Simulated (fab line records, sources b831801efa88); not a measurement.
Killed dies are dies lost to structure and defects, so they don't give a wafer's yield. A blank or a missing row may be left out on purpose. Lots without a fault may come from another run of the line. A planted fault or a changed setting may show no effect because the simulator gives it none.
Which tool did it? | flow sky130 | 24 lots, 72 wafers sampled, at 6 steps of a route of 708

WHAT THE GAUGES READ, wafer by wafer
SKY_VIA3_CD_MEAS_12: target cd 200 nm. Usual: cd_nm 199.8 nm, standard deviation 1.6.
lot  | measured     | on        | cd_nm (nm)        | flag
L074 | day 39 18:31 | cd_sem-02 | 202.5 200.9 201.7 |
L076 | day 40 14:16 | cd_sem-01 | 198.6 200.1 200.0 |
L075 | day 40 16:57 | cd_sem-01 | 199.6 199.9 201.0 |
L078 | day 40 22:16 | cd_sem-01 | 197.3 198.5 197.6 |
L077 | day 41 02:47 | cd_sem-01 | 201.8 201.2 201.3 |
L079 | day 41 03:55 | cd_sem-02 | 199.6 198.6 199.8 |
L080 | day 41 20:58 | cd_sem-02 | 201.2 202.2 200.1 |
L081 | day 42 02:37 | cd_sem-01 | 200.0 200.4 199.8 |
L082 | day 42 05:10 | cd_sem-02 | 199.1 199.2 200.5 |
L083 | day 42 06:40 | cd_sem-01 | 200.8 199.9 199.6 |
L084 | day 42 16:39 | cd_sem-01 | 202.2 202.0 200.7 |
L085 | day 43 01:23 | cd_sem-02 | 199.0 199.8 200.2 |
L086 | day 43 06:29 | cd_sem-02 | 197.9 198.2 198.1 |
L087 | day 43 14:20 | cd_sem-02 | 201.5 203.6 202.6 |
L088 | day 43 15:40 | cd_sem-02 | 198.8 199.3 198.7 |
L089 | day 43 23:28 | cd_sem-01 | 196.0 196.5 195.0 |
L090 | day 44 02:25 | cd_sem-01 | 199.9 199.4 200.1 |
L091 | day 44 14:34 | cd_sem-01 | 200.9 201.2 201.7 |
L092 | day 44 20:47 | cd_sem-02 | 200.7 201.6 200.5 |
L093 | day 45 03:40 | cd_sem-01 | 199.8 200.0 199.1 |
L094 | day 45 04:01 | cd_sem-02 | 199.6 200.1 199.0 |
L095 | day 45 12:17 | cd_sem-01 | 198.7 199.8 198.3 |
L096 | day 45 14:38 | cd_sem-02 | 198.9 199.6 198.9 |
L097 | day 45 22:56 | cd_sem-01 | 198.6 198.7 198.3 |

SKY_VIA4_BOW_MEAS_03. Usual: VIA4_BOW 80 um, standard deviation 7.9.
lot  | measured     | on            | VIA4_BOW (um) | flag
L074 | day 41 23:15 | film_metro-04 | 83 87 75      |
L076 | day 42 18:24 | film_metro-01 | 76 76 82      |
L075 | day 42 19:59 | film_metro-04 | 79 83 67      |
L078 | day 43 02:01 | film_metro-01 | 80 84 82      |
L077 | day 43 06:13 | film_metro-04 | 72 86 69      |
L079 | day 43 07:28 | film_metro-02 | 98 79 85      |
L080 | day 43 23:44 | film_metro-01 | 90 66 80      |
L081 | day 44 04:11 | film_metro-01 | 79 83 80      |
L082 | day 44 06:37 | film_metro-02 | 81 86 98      |
L083 | day 44 08:50 | film_metro-04 | 77 81 80      |
L084 | day 44 17:52 | film_metro-01 | 77 78 89      |
L085 | day 45 02:35 | film_metro-04 | 89 81 64      |
L086 | day 45 07:51 | film_metro-04 | 79 81 94      |
L087 | day 45 13:55 | film_metro-02 | 82 67 80      |
L088 | day 45 15:07 | film_metro-04 | 86 71 72      |
L089 | day 46 00:07 | film_metro-02 | 74 60 85      |
L090 | day 46 02:07 | film_metro-02 | 93 79 72      |
L091 | day 46 13:01 | film_metro-02 | 71 61 65      |
L092 | day 46 18:34 | film_metro-02 | 73 70 63      |
L093 | day 47 01:34 | film_metro-02 | 81 68 84      |
L094 | day 47 03:47 | film_metro-04 | 77 93 72      |
L095 | day 47 09:08 | film_metro-01 | 79 79 94      |
L096 | day 47 11:46 | film_metro-02 | 73 80 74      |
L097 | day 47 20:25 | film_metro-02 | 87 87 81      |

WHICH TOOL RAN EACH LOT (tool, then ch and the chambers of the sampled wafers, then the start)
lot  | SKY_METAL2_DESCUM_17              | SKY_VIA2_CMP_24               | SKY_METAL3_DESCUM_15              | SKY_METAL4_STRIP_19
L074 | rie_metal-01 ch 0,1, day 35 06:50 | cmp-01 ch 1,2,3, day 36 12:03 | rie_metal-04 ch 0,1, day 38 16:49 | plasma_asher-03 ch 0,1, day 41 22:07
L076 | rie_metal-04 ch 0,1, day 36 04:20 | cmp-02 ch 0,3, day 37 08:50   | rie_metal-03 ch 0,1, day 39 11:56 | plasma_asher-02 ch 0,1, day 42 16:52
L075 | rie_metal-02 ch 0,1, day 36 06:22 | cmp-01 ch 0,1,2, day 37 10:49 | rie_metal-04 ch 0,1, day 39 14:30 | plasma_asher-04 ch 0,1, day 42 18:47
L078 | rie_metal-01 ch 1, day 36 13:13   | cmp-02 ch 1,2,3, day 37 17:21 | rie_metal-04 ch 0,1, day 39 20:27 | plasma_asher-02 ch 0,1, day 43 00:52
L077 | rie_metal-01 ch 1, day 36 16:45   | cmp-02 ch 1,3, day 37 21:11   | rie_metal-03 ch 0,1, day 40 00:34 | plasma_asher-04 ch 0,1, day 43 05:04
L079 | rie_metal-02 ch 0,1, day 36 18:29 | cmp-02 ch 1,2, day 37 22:08   | rie_metal-03 ch 0,1, day 40 01:50 | plasma_asher-02 ch 0,1, day 43 06:19
L080 | rie_metal-01 ch 0,1, day 37 12:44 | cmp-02 ch 0,1, day 38 17:16   | rie_metal-04 ch 0,1, day 40 19:40 | plasma_asher-04 ch 0,1, day 43 22:28
L081 | rie_metal-02 ch 0,1, day 37 19:38 | cmp-01 ch 0,1,3, day 38 23:46 | rie_metal-04 ch 0,1, day 41 02:05 | plasma_asher-04 ch 0,1, day 44 02:59
L082 | rie_metal-04 ch 0, day 37 20:58   | cmp-01 ch 0,1,3, day 39 01:10 | rie_metal-03 ch 0, day 41 03:41   | plasma_asher-02 ch 0, day 44 05:27
L083 | rie_metal-01 ch 0,1, day 37 22:53 | cmp-01 ch 1,2,3, day 39 02:45 | rie_metal-03 ch 0,1, day 41 05:24 | plasma_asher-04 ch 0,1, day 44 07:32
L084 | rie_metal-02 ch 0,1, day 38 10:20 | cmp-02 ch 0,1,3, day 39 13:34 | rie_metal-04 ch 0,1, day 41 15:14 | plasma_asher-03 ch 0,1, day 44 16:41
L085 | rie_metal-01 ch 0,1, day 38 20:05 | cmp-01 ch 0,2,3, day 39 22:55 | rie_metal-03 ch 0,1, day 41 23:38 | plasma_asher-03 ch 0,1, day 45 01:27
L086 | rie_metal-04 ch 0,1, day 39 00:41 | cmp-02 ch 0,2, day 40 03:58   | rie_metal-03 ch 0,1, day 42 05:56 | plasma_asher-04 ch 0,1, day 45 06:43
L087 | rie_metal-02 ch 0,1, day 39 08:04 | cmp-02 ch 0,2,3, day 40 12:17 | rie_metal-03 ch 0,1, day 42 13:44 | plasma_asher-04 ch 0,1, day 45 12:44
L088 | rie_metal-02 ch 0,1, day 39 10:56 | cmp-02 ch 0,1,2, day 40 13:43 | rie_metal-02 ch 0,1, day 42 14:52 | plasma_asher-03 ch 0,1, day 45 13:57
L089 | rie_metal-01 ch 0, day 39 19:38   | cmp-01 ch 1,2, day 40 22:24   | rie_metal-02 ch 0,1, day 42 23:14 | plasma_asher-04 ch 0,1, day 45 22:56
L090 | rie_metal-01 ch 0,1, day 39 23:15 | cmp-01 ch 1,2,3, day 41 01:55 | rie_metal-03 ch 0,1, day 43 02:05 | plasma_asher-03 ch 0,1, day 46 00:56
L091 | rie_metal-04 ch 0,1, day 40 10:58 | cmp-02 ch 2,3, day 41 14:23   | rie_metal-02 ch 0,1, day 43 14:25 | plasma_asher-03 ch 0,1, day 46 11:52
L092 | rie_metal-04 ch 0,1, day 40 18:05 | cmp-02 ch 0,1,2, day 41 20:29 | rie_metal-03 ch 0,1, day 43 20:43 | plasma_asher-03 ch 0,1, day 46 17:24
L093 | rie_metal-04 ch 0,1, day 41 02:34 | cmp-01 ch 1,2,3, day 42 04:55 | rie_metal-03 ch 0,1, day 44 03:36 | plasma_asher-04 ch 0,1, day 47 00:24
L094 | rie_metal-02 ch 0,1, day 41 03:23 | cmp-01 ch 1,2,3, day 42 05:32 | rie_metal-03 ch 0,1, day 44 04:33 | plasma_asher-03 ch 0,1, day 47 01:56
L095 | rie_metal-04 ch 0,1, day 41 12:55 | cmp-01 ch 0,3, day 42 15:24   | rie_metal-02 ch 0,1, day 44 13:23 | plasma_asher-04 ch 0,1, day 47 07:54
L096 | rie_metal-02 ch 0,1, day 41 13:45 | cmp-02 ch 0,1, day 42 16:14   | rie_metal-04 ch 1, day 44 14:47   | plasma_asher-04 ch 0,1, day 47 10:32
L097 | rie_metal-02 ch 0,1, day 42 00:02 | cmp-02 ch 0,1,3, day 43 02:07 | rie_metal-04 ch 0,1, day 45 00:02 | plasma_asher-04 ch 0, day 47 19:15
- SKY_METAL2_DESCUM_17: chemistry O2, time 8 s.
- SKY_VIA2_CMP_24: polishes, stops on SiO2, t overpolish 20 s, target thk 0 nm.
- SKY_METAL3_DESCUM_15: chemistry O2, time 8 s.
- SKY_METAL4_STRIP_19: strips in O2/N2.

WHAT THE TOOLS THEMSELVES READ (means of the sampled wafers that have a number; where no wafer has one, the mark that the record gives instead)
SKY_METAL2_DESCUM_17. Usual: drypump_motor_current_A 5.47 A, standard deviation 0.27; oes_product_au 0.997 a.u., standard deviation 0.0091.
lot  | tool         | drypump_motor_current_A (A) | oes_product_au (a.u.) | flag
L074 | rie_metal-01 | 5.31                        | 0.994                 |
L076 | rie_metal-04 | 5.72                        | 0.995                 |
L075 | rie_metal-02 | 5.53                        | 1.003                 |
L078 | rie_metal-01 | 5.24                        | 0.984                 |
L077 | rie_metal-01 | 5.22                        | 0.988                 |
L079 | rie_metal-02 | 5.57                        | 1.005                 |
L080 | rie_metal-01 | 5.31                        | 0.983                 |
L081 | rie_metal-02 | 5.54                        | 0.992                 |
L082 | rie_metal-04 | 5.19                        | 1.002                 |
L083 | rie_metal-01 | 5.31                        | 0.993                 |
L084 | rie_metal-02 | 5.45                        | 0.996                 |
L085 | rie_metal-01 | 5.31                        | 1.000                 |
L086 | rie_metal-04 | 5.48                        | 1.008                 |
L087 | rie_metal-02 | 5.45                        | 0.997                 |
L088 | rie_metal-02 | 5.44                        | 1.002                 |
L089 | rie_metal-01 | 5.43                        | 0.994                 |
L090 | rie_metal-01 | 5.37                        | 0.994                 |
L091 | rie_metal-04 | 5.47                        | 1.012                 |
L092 | rie_metal-04 | 5.46                        | 1.001                 |
L093 | rie_metal-04 | 5.47                        | 1.010                 |
L094 | rie_metal-02 | 5.47                        | 1.002                 |
L095 | rie_metal-04 | 5.73                        | 1.002                 |
L096 | rie_metal-02 | 5.54                        | 0.998                 |
L097 | rie_metal-02 | 5.46                        | 0.997                 |

SKY_VIA2_CMP_24. Usual: motor_current_A 10.7 A, standard deviation 0.89; overpolish_run_s 20.000 s, standard deviation 0.01; slurry_filter_dp_kPa 13.50 kPa, standard deviation 0.14; time_to_endpoint_s 103.1 s, standard deviation 2.8.
lot  | tool   | motor_current_A (A) | overpolish_run_s (s) | slurry_filter_dp_kPa (kPa) | time_to_endpoint_s (s) | flag
L074 | cmp-01 | 10.8                | 19.997               | 13.49                      | 101.5                  |
L076 | cmp-02 | 10.3                | 19.991               | 13.61                      | 104.5                  |
L075 | cmp-01 | 11.3                | 19.998               | 13.49                      | 104.0                  |
L078 | cmp-02 | 9.9                 | 20.006               | 13.51                      | 105.8                  |
L077 | cmp-02 | 9.7                 | 20.006               | 13.56                      | 105.4                  |
L079 | cmp-02 | 10.5                | 20.005               | 13.39                      | 103.2                  |
L080 | cmp-02 | 11.1                | 20.002               | 13.45                      | 106.3                  |
L081 | cmp-01 | 10.5                | 20.001               | 13.38                      | 104.1                  |
L082 | cmp-01 | 10.4                | 20.002               | 13.50                      | 100.4                  |
L083 | cmp-01 | 10.8                | 20.003               | 13.57                      | 100.6                  |
L084 | cmp-02 | 10.3                | 19.983               | 13.50                      | 106.0                  |
L085 | cmp-01 | 11.1                | 19.997               | 13.48                      | 104.6                  |
L086 | cmp-02 | 11.3                | 19.999               | 13.59                      | 101.8                  |
L087 | cmp-02 | 11.2                | 20.012               | 13.48                      | 101.8                  |
L088 | cmp-02 | 10.7                | 19.998               | 13.57                      | 102.2                  |
L089 | cmp-01 | 11.2                | 20.004               | 13.55                      | 102.4                  |
L090 | cmp-01 | 10.4                | 20.001               | 13.33                      | 101.7                  |
L091 | cmp-02 | 10.4                | 19.987               | 13.51                      | 101.1                  |
L092 | cmp-02 | 10.5                | 19.994               | 13.47                      | 101.1                  |
L093 | cmp-01 | 10.9                | 20.000               | 13.51                      | 99.4                   |
L094 | cmp-01 | 10.4                | 19.997               | 13.56                      | 105.5                  |
L095 | cmp-01 | 10.6                | 20.002               | 13.45                      | 100.4                  |
L096 | cmp-02 | 10.8                | 19.998               | 13.52                      | 105.5                  |
L097 | cmp-02 | 10.3                | 19.998               | 13.63                      | 103.1                  |

SKY_METAL3_DESCUM_15. Usual: drypump_motor_current_A 5.9 A, standard deviation 0.46; oes_product_au 1.004 a.u., standard deviation 0.0078.
lot  | tool         | drypump_motor_current_A (A) | oes_product_au (a.u.) | flag
L074 | rie_metal-04 | 5.5                         | 1.001                 |
L076 | rie_metal-03 | 6.3                         | 1.006                 |
L075 | rie_metal-04 | 5.7                         | 1.002                 |
L078 | rie_metal-04 | 5.7                         | 1.004                 |
L077 | rie_metal-03 | 6.4                         | 1.006                 |
L079 | rie_metal-03 | 6.2                         | 1.005                 |
L080 | rie_metal-04 | 5.5                         | 0.996                 |
L081 | rie_metal-04 | 5.7                         | 0.997                 |
L082 | rie_metal-03 | 6.5                         | 1.007                 |
L083 | rie_metal-03 | 6.4                         | 1.012                 |
L084 | rie_metal-04 | 5.5                         | 1.004                 |
L085 | rie_metal-03 | 6.4                         | 1.012                 |
L086 | rie_metal-03 | 6.2                         | 1.007                 |
L087 | rie_metal-03 | 6.2                         | 1.011                 |
L088 | rie_metal-02 | 5.5                         | 1.003                 |
L089 | rie_metal-02 | 5.6                         | 1.000                 |
L090 | rie_metal-03 | 6.2                         | 1.006                 |
L091 | rie_metal-02 | 5.5                         | 0.999                 |
L092 | rie_metal-03 | 6.4                         | 1.004                 |
L093 | rie_metal-03 | 6.3                         | 0.995                 |
L094 | rie_metal-03 | 6.2                         | 1.013                 |
L095 | rie_metal-02 | 5.6                         | 0.999                 |
L096 | rie_metal-04 | 6.0                         | 0.993                 |
L097 | rie_metal-04 | 5.5                         | 1.003                 |

SKY_METAL4_STRIP_19. Usual: drypump_motor_current_A 5.9 A, standard deviation 0.64; oes_product_au 0.503 a.u., standard deviation 0.0059; strip_time_to_endpoint_s 6.55 s, standard deviation 0.076.
lot  | tool            | drypump_motor_current_A (A) | oes_product_au (a.u.) | strip_time_to_endpoint_s (s) | flag
L074 | plasma_asher-03 | 5.6                         | 0.508                 | 6.67                         |
L076 | plasma_asher-02 | 6.3                         | 0.501                 | 6.51                         |
L075 | plasma_asher-04 | 5.6                         | 0.502                 | 6.55                         |
L078 | plasma_asher-02 | 6.3                         | 0.502                 | 6.55                         |
L077 | plasma_asher-04 | 5.6                         | 0.500                 | 6.54                         |
L079 | plasma_asher-02 | 6.2                         | 0.498                 | 6.56                         |
L080 | plasma_asher-04 | 6.2                         | 0.506                 | 6.58                         |
L081 | plasma_asher-04 | 5.6                         | 0.507                 | 6.62                         |
L082 | plasma_asher-02 | 5.8                         | 0.503                 | 6.46                         |
L083 | plasma_asher-04 | 5.6                         | 0.504                 | 6.60                         |
L084 | plasma_asher-03 | 5.9                         | 0.500                 | 6.51                         |
L085 | plasma_asher-03 | 5.9                         | 0.505                 | 6.56                         |
L086 | plasma_asher-04 | 6.2                         | 0.501                 | 6.55                         |
L087 | plasma_asher-04 | 6.2                         | 0.498                 | 6.50                         |
L088 | plasma_asher-03 | 5.9                         | 0.505                 | 6.65                         |
L089 | plasma_asher-04 | 5.6                         | 0.505                 | 6.64                         |
L090 | plasma_asher-03 | 5.6                         | 0.508                 | 6.54                         |
L091 | plasma_asher-03 | 5.6                         | 0.502                 | 6.49                         |
L092 | plasma_asher-03 | 5.6                         | 0.501                 | 6.61                         |
L093 | plasma_asher-04 | 5.6                         | 0.503                 | 6.52                         |
L094 | plasma_asher-03 | 5.9                         | 0.499                 | 6.45                         |
L095 | plasma_asher-04 | 5.7                         | 0.504                 | 6.55                         |
L096 | plasma_asher-04 | 6.2                         | 0.495                 | 6.50                         |
L097 | plasma_asher-04 | 5.1                         | 0.504                 | 6.55                         |

THE ANSWER, worked out from the rows above alone
Rule: a lot is off if the mean of its wafers that have a number lies more than 3 standard deviations from the usual mean. A lot without any number at a reading at which 4 lots or more have one is off too. The other lots that the step has rows for count as sound. The gauges are gone through in route order, then the tools' own readings, and for those a lot's mean is taken as printed above. The first step at which some lot is off is used, and at that step the reading that is off furthest; a lot without a number counts as furthest.
No lot is off at any reading shown: from this, nothing can be told.

WHAT THE SIMULATOR HAD PUT IN
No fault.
